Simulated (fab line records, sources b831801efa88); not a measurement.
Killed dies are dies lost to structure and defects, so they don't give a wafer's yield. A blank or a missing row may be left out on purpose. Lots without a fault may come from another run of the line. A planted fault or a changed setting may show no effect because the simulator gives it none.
Which tool did it? | flow sky130 | 12 lots, 36 wafers sampled, at 2 steps of a route of 708

WHAT THE GAUGES READ, wafer by wafer
SKY_LOCAL_INTERCONNECT_OVL_MEAS_12. Usual: LOCAL_INTERCONNECT_OVL 1 nm, standard deviation 5.
lot  | measured     | on         | LOCAL_INTERCONNECT_OVL (nm) | flag
L664 | day 30 17:01 | overlay-01 | -3 1 2                      |
L666 | day 31 07:51 | overlay-02 | 2 -3 -3                     |
L670 | day 32 23:40 | overlay-01 | 6 11 6                      |
L671 | day 33 02:13 | overlay-01 | -1 4 -3                     |
L672 | day 33 11:27 | overlay-01 | 2 2 -1                      |
L674 | day 34 00:04 | overlay-01 | 5 13 3                      |
L679 | day 35 09:43 | overlay-01 | -7 -5 0                     |
L682 | day 36 10:58 | overlay-02 | -3 3 0                      |
L683 | day 36 20:09 | overlay-01 | 8 6 11                      |
L685 | day 37 08:55 | overlay-01 | -2 -7 -6                    |
L686 | day 37 12:37 | overlay-01 | -1 2 0                      |
L687 | day 37 19:27 | overlay-02 | 7 0 7                       |

WHICH TOOL RAN EACH LOT (tool, then ch and the chambers of the sampled wafers, then the start)
lot  | SKY_SPACER_ETCHBACK_02
L664 | rie_diel-02 ch 1,3, day 23 07:45
L666 | rie_diel-02 ch 0,2, day 24 00:10
L670 | rie_diel-04 ch 0,1,2, day 25 17:55
L671 | rie_diel-04 ch 1,2,3, day 26 00:01
L672 | rie_diel-02 ch 1,2,3, day 26 08:02
L674 | rie_diel-04 ch 0,2,3, day 26 21:11
L679 | rie_diel-02 ch 1,3, day 28 10:44
L682 | rie_diel-03 ch 2,3, day 29 11:46
L683 | rie_diel-04 ch 0,1,3, day 29 20:29
L685 | rie_diel-03 ch 2,3, day 30 11:13
L686 | rie_diel-02 ch 0,1,3, day 30 17:05
L687 | rie_diel-04 ch 2,3, day 30 23:22
- SKY_SPACER_ETCHBACK_02: etches Si3N4 in CH3F/O2, stops on SiO2, time 46.7 s, target depth 45 nm.

WHAT THE TOOLS THEMSELVES READ (means of the sampled wafers that have a number; where no wafer has one, the mark that the record gives instead)
SKY_SPACER_ETCHBACK_02. Usual: O2_flow_sccm 30.00 sccm, standard deviation 0.093; drypump_motor_current_A 5.8 A, standard deviation 0.52; oes_product_au 0.859 a.u., standard deviation 0.0064; rf_fwd_power_W 395.9 W, standard deviation 1.8; throttle_valve_pct 10.563 %, standard deviation 0.0087.
lot  | tool        | O2_flow_sccm (sccm) | drypump_motor_current_A (A) | oes_product_au (a.u.) | rf_fwd_power_W (W) | throttle_valve_pct (%) | flag
L664 | rie_diel-02 | 30.00               | 5.1                         | 0.860                 | 397.7              | 10.559                 |
L666 | rie_diel-02 | 29.97               | 5.8                         | 0.866                 | 393.1              | 10.569                 |
L670 | rie_diel-04 | 30.09               | 5.7                         | 0.862                 | 396.4              | 10.565                 |
L671 | rie_diel-04 | 29.95               | 6.1                         | 0.863                 | 397.8              | 10.572                 |
L672 | rie_diel-02 | 30.08               | 5.4                         | 0.855                 | 395.1              | 10.560                 |
L674 | rie_diel-04 | 29.99               | 6.0                         | 0.859                 | 395.5              | 10.567                 |
L679 | rie_diel-02 | 29.96               | 5.1                         | 0.862                 | 396.6              | 10.561                 |
L682 | rie_diel-03 | 30.05               | 6.4                         | 0.863                 | 396.7              | 10.564                 |
L683 | rie_diel-04 | 30.01               | 5.8                         | 0.853                 | 396.6              | 10.567                 |
L685 | rie_diel-03 | 30.04               | 6.5                         | 0.857                 | 396.0              | 10.573                 |
L686 | rie_diel-02 | 30.07               | 5.4                         | 0.857                 | 397.3              | 10.557                 |
L687 | rie_diel-04 | 29.91               | 6.4                         | 0.851                 | 396.3              | 10.565                 |

THE ANSWER, worked out from the rows above alone
Rule: a lot is off if the mean of its wafers that have a number lies more than 3 standard deviations from the usual mean. A lot without any number at a reading at which 4 lots or more have one is off too. The other lots that the step has rows for count as sound. The gauges are gone through in route order, then the tools' own readings, and for those a lot's mean is taken as printed above. The first step at which some lot is off is used, and at that step the reading that is off furthest; a lot without a number counts as furthest.
No lot is off at any reading shown: from this, nothing can be told.

WHAT THE SIMULATOR HAD PUT IN
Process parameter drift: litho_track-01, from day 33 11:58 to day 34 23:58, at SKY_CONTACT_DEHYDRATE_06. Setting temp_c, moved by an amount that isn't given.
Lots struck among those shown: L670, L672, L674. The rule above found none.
